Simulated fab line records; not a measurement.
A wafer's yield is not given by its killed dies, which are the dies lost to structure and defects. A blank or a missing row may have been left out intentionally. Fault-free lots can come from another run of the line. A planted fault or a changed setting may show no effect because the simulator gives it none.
A sampling plan put to the test || flow sfq_line || 24 faults told of in these records, all on one fab line, each judged by the records of the lots it struck
The plan is the line's own looks: the steps of the route at which a gauge or an inspection reads the wafer and doesn't change it. A look is open to judgement when struck wafers have a number at it and the file gives its usual mean and standard deviation on fault-free wafers. Caught: at a look after the fault's first step, the mean of the struck wafers lies 4 or more of those standard deviations (sigma) from the usual mean. On the tool: the same test on the tool's own readings at the fault's steps. Caught also covers a different recipe on the struck wafers, or a record left blank for those wafers only.

== THE FAULTS, as the simulator had put them in ==
1. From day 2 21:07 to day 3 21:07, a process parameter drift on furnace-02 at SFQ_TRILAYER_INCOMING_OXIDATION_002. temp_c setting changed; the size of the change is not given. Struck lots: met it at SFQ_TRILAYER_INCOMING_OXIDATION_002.
2. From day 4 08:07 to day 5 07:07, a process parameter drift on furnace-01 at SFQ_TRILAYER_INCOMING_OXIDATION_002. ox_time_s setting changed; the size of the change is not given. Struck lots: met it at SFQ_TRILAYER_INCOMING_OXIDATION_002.
3. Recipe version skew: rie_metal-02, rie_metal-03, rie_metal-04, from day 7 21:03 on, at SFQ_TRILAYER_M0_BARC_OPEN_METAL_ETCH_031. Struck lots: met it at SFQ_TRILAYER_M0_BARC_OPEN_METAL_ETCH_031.
4. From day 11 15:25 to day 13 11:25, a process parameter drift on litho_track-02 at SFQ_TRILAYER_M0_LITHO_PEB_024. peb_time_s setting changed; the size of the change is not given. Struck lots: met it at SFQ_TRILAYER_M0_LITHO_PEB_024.
5. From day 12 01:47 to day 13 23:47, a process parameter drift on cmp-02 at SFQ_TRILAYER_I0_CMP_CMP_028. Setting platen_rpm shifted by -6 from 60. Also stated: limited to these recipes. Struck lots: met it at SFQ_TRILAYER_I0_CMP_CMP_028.
6. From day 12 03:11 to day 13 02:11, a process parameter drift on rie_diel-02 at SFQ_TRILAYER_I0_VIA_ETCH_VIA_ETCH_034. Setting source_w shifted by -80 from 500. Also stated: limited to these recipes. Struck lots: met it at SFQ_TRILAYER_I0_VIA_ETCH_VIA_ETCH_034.
7. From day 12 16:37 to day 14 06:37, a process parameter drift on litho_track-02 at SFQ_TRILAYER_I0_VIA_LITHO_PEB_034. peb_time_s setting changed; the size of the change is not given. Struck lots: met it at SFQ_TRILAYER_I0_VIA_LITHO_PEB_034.
8. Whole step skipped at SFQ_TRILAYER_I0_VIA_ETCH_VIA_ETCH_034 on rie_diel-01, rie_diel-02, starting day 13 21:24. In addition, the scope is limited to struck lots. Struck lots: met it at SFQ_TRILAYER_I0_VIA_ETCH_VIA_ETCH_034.
9. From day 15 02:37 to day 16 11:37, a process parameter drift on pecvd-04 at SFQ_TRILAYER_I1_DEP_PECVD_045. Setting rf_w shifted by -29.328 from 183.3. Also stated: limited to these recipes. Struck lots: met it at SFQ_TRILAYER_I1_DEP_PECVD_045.
10. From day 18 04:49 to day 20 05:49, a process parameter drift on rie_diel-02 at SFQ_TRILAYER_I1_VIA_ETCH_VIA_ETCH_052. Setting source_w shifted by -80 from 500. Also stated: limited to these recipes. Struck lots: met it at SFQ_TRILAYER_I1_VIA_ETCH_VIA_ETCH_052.
11. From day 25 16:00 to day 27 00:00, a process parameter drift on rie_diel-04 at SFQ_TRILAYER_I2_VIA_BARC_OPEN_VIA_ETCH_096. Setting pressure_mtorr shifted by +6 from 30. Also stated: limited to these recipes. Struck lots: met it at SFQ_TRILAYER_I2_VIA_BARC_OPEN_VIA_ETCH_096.
12. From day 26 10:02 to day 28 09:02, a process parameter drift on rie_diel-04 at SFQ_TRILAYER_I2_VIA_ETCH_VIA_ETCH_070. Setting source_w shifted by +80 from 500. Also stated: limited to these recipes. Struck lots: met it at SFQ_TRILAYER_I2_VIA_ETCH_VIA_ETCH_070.
13. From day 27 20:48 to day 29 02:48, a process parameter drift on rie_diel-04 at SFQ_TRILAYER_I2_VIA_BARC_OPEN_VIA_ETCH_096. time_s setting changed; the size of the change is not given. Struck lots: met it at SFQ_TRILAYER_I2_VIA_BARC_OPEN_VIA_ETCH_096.
14. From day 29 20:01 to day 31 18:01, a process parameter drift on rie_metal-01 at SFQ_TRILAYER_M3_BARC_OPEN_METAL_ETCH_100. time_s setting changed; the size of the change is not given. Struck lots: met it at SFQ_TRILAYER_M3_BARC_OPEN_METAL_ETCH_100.
15. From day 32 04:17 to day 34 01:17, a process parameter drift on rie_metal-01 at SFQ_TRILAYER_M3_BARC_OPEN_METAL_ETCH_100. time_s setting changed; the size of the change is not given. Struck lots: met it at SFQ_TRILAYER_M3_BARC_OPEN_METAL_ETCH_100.
16. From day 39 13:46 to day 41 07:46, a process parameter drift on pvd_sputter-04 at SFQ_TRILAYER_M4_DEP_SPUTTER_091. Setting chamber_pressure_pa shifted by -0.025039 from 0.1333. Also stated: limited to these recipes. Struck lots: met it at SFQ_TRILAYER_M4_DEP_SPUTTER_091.
17. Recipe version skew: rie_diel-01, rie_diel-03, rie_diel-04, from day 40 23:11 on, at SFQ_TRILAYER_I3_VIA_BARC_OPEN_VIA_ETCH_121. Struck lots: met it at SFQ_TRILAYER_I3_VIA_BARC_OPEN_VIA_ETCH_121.
18. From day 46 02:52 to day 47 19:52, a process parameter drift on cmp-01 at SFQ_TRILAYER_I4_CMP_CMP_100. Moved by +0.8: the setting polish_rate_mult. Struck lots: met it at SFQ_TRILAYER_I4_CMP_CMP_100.
19. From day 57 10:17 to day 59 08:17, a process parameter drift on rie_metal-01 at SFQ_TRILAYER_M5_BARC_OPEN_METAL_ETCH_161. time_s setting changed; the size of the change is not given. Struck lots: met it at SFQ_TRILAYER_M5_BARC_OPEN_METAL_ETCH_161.
20. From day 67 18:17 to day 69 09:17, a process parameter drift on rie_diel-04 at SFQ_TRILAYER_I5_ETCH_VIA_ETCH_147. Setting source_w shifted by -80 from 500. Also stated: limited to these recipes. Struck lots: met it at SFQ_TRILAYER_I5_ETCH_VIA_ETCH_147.
21. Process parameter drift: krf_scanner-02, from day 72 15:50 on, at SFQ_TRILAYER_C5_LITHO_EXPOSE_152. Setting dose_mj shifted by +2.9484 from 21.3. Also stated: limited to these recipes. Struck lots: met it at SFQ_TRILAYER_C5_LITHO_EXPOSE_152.
22. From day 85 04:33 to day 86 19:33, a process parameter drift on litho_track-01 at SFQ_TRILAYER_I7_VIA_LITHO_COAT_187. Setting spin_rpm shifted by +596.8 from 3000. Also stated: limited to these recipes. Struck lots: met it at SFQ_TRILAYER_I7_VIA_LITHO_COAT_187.
23. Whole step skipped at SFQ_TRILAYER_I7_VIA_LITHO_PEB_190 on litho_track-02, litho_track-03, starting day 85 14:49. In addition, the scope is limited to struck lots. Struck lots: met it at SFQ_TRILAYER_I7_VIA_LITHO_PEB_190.
24. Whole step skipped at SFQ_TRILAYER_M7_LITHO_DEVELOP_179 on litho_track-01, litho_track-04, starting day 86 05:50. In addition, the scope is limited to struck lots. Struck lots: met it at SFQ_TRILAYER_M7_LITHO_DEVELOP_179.

== WHAT THE PLAN SAW ==
{"fault": 1, "on the tool itself": "tube_center_temp_C -99 or beyond sigma", "first look that catches it": "no look after it can be judged", "reading, sigma": "-", "median hours from its first step to that look": "-", "hours from the fault's start to the first struck lot there": "-", "judged looks passed uncaught": 0}
{"fault": 2, "on the tool itself": "under 2 sigma", "first look that catches it": "no look after it can be judged", "reading, sigma": "-", "median hours from its first step to that look": "-", "hours from the fault's start to the first struck lot there": "-", "judged looks passed uncaught": 0}
{"fault": 3, "on the tool itself": "oes_product_au +27 sigma", "first look that catches it": "not the one look that can be judged after it", "reading, sigma": "-", "median hours from its first step to that look": "-", "hours from the fault's start to the first struck lot there": "-", "judged looks passed uncaught": 1}
{"fault": 4, "on the tool itself": "heater_power_total_W +69 sigma", "first look that catches it": "no look after it can be judged", "reading, sigma": "-", "median hours from its first step to that look": "-", "hours from the fault's start to the first struck lot there": "-", "judged looks passed uncaught": 0}
{"fault": 5, "on the tool itself": "platen_rpm -99 or beyond sigma", "first look that catches it": "no look after it can be judged", "reading, sigma": "-", "median hours from its first step to that look": "-", "hours from the fault's start to the first struck lot there": "-", "judged looks passed uncaught": 0}
{"fault": 6, "on the tool itself": "rf_fwd_power_W -46 sigma", "first look that catches it": "no look after it can be judged", "reading, sigma": "-", "median hours from its first step to that look": "-", "hours from the fault's start to the first struck lot there": "-", "judged looks passed uncaught": 0}
{"fault": 7, "on the tool itself": "heater_power_total_W +99 or beyond sigma", "first look that catches it": "no look after it can be judged", "reading, sigma": "-", "median hours from its first step to that look": "-", "hours from the fault's start to the first struck lot there": "-", "judged looks passed uncaught": 0}
{"fault": 8, "on the tool itself": "the tool's record is blank for the struck wafers", "first look that catches it": "not the one look that can be judged after it", "reading, sigma": "-", "median hours from its first step to that look": "-", "hours from the fault's start to the first struck lot there": "-", "judged looks passed uncaught": 1}
{"fault": 9, "on the tool itself": "rf_fwd_power_W -46 sigma", "first look that catches it": "no look after it can be judged", "reading, sigma": "-", "median hours from its first step to that look": "-", "hours from the fault's start to the first struck lot there": "-", "judged looks passed uncaught": 0}
{"fault": 10, "on the tool itself": "rf_fwd_power_W -46 sigma", "first look that catches it": "no look after it can be judged", "reading, sigma": "-", "median hours from its first step to that look": "-", "hours from the fault's start to the first struck lot there": "-", "judged looks passed uncaught": 0}
{"fault": 11, "on the tool itself": "chamber_pressure_mTorr +99 or beyond sigma", "first look that catches it": "no look after it can be judged", "reading, sigma": "-", "median hours from its first step to that look": "-", "hours from the fault's start to the first struck lot there": "-", "judged looks passed uncaught": 0}
{"fault": 12, "on the tool itself": "rf_fwd_power_W +50 sigma", "first look that catches it": "no look after it can be judged", "reading, sigma": "-", "median hours from its first step to that look": "-", "hours from the fault's start to the first struck lot there": "-", "judged looks passed uncaught": 0}
{"fault": 13, "on the tool itself": "run_length_s +75 sigma", "first look that catches it": "no look after it can be judged", "reading, sigma": "-", "median hours from its first step to that look": "-", "hours from the fault's start to the first struck lot there": "-", "judged looks passed uncaught": 0}
{"fault": 14, "on the tool itself": "oes_product_au +15 sigma", "first look that catches it": "no look after it can be judged", "reading, sigma": "-", "median hours from its first step to that look": "-", "hours from the fault's start to the first struck lot there": "-", "judged looks passed uncaught": 0}
{"fault": 15, "on the tool itself": "oes_product_au +39 sigma", "first look that catches it": "no look after it can be judged", "reading, sigma": "-", "median hours from its first step to that look": "-", "hours from the fault's start to the first struck lot there": "-", "judged looks passed uncaught": 0}
{"fault": 16, "on the tool itself": "chamber_pressure_pa -99 or beyond sigma", "first look that catches it": "not the one look that can be judged after it", "reading, sigma": "-", "median hours from its first step to that look": "-", "hours from the fault's start to the first struck lot there": "-", "judged looks passed uncaught": 1}
{"fault": 17, "on the tool itself": "oes_product_au +27 sigma", "first look that catches it": "no look after it can be judged", "reading, sigma": "-", "median hours from its first step to that look": "-", "hours from the fault's start to the first struck lot there": "-", "judged looks passed uncaught": 0}
{"fault": 18, "on the tool itself": "time_to_endpoint_s -10 sigma", "first look that catches it": "not the one look that can be judged after it", "reading, sigma": "-", "median hours from its first step to that look": "-", "hours from the fault's start to the first struck lot there": "-", "judged looks passed uncaught": 1}
{"fault": 19, "on the tool itself": "run_length_s +22 sigma", "first look that catches it": "no look after it can be judged", "reading, sigma": "-", "median hours from its first step to that look": "-", "hours from the fault's start to the first struck lot there": "-", "judged looks passed uncaught": 0}
{"fault": 20, "on the tool itself": "rf_fwd_power_W -53 sigma", "first look that catches it": "no look after it can be judged", "reading, sigma": "-", "median hours from its first step to that look": "-", "hours from the fault's start to the first struck lot there": "-", "judged looks passed uncaught": 0}
{"fault": 21, "on the tool itself": "exposure_dose_mJ_cm2 +99 or beyond sigma", "first look that catches it": "no look after it can be judged", "reading, sigma": "-", "median hours from its first step to that look": "-", "hours from the fault's start to the first struck lot there": "-", "judged looks passed uncaught": 0}
{"fault": 22, "on the tool itself": "spin_speed_rpm +99 or beyond sigma", "first look that catches it": "no look after it can be judged", "reading, sigma": "-", "median hours from its first step to that look": "-", "hours from the fault's start to the first struck lot there": "-", "judged looks passed uncaught": 0}
{"fault": 23, "on the tool itself": "the tool's record is blank for the struck wafers", "first look that catches it": "not the one look that can be judged after it", "reading, sigma": "-", "median hours from its first step to that look": "-", "hours from the fault's start to the first struck lot there": "-", "judged looks passed uncaught": 1}
{"fault": 24, "on the tool itself": "the tool's record is blank for the struck wafers", "first look that catches it": "no look after it can be judged", "reading, sigma": "-", "median hours from its first step to that look": "-", "hours from the fault's start to the first struck lot there": "-", "judged looks passed uncaught": 0}
A dash: this means the fault isn't caught or the number doesn't appear in these records.

Caught at a look: 0 of 24. Caught on the tool: 23 of 24. By one or the other: 23 of 24.
Caught on the tool alone: faults 1, 3, 4, 5, 6, 7, 8, 9, 10, 11, 12, 13, 14, 15, 16, 17, 18, 19, 20, 21, 22, 23, 24.
Caught by neither: fault 2.
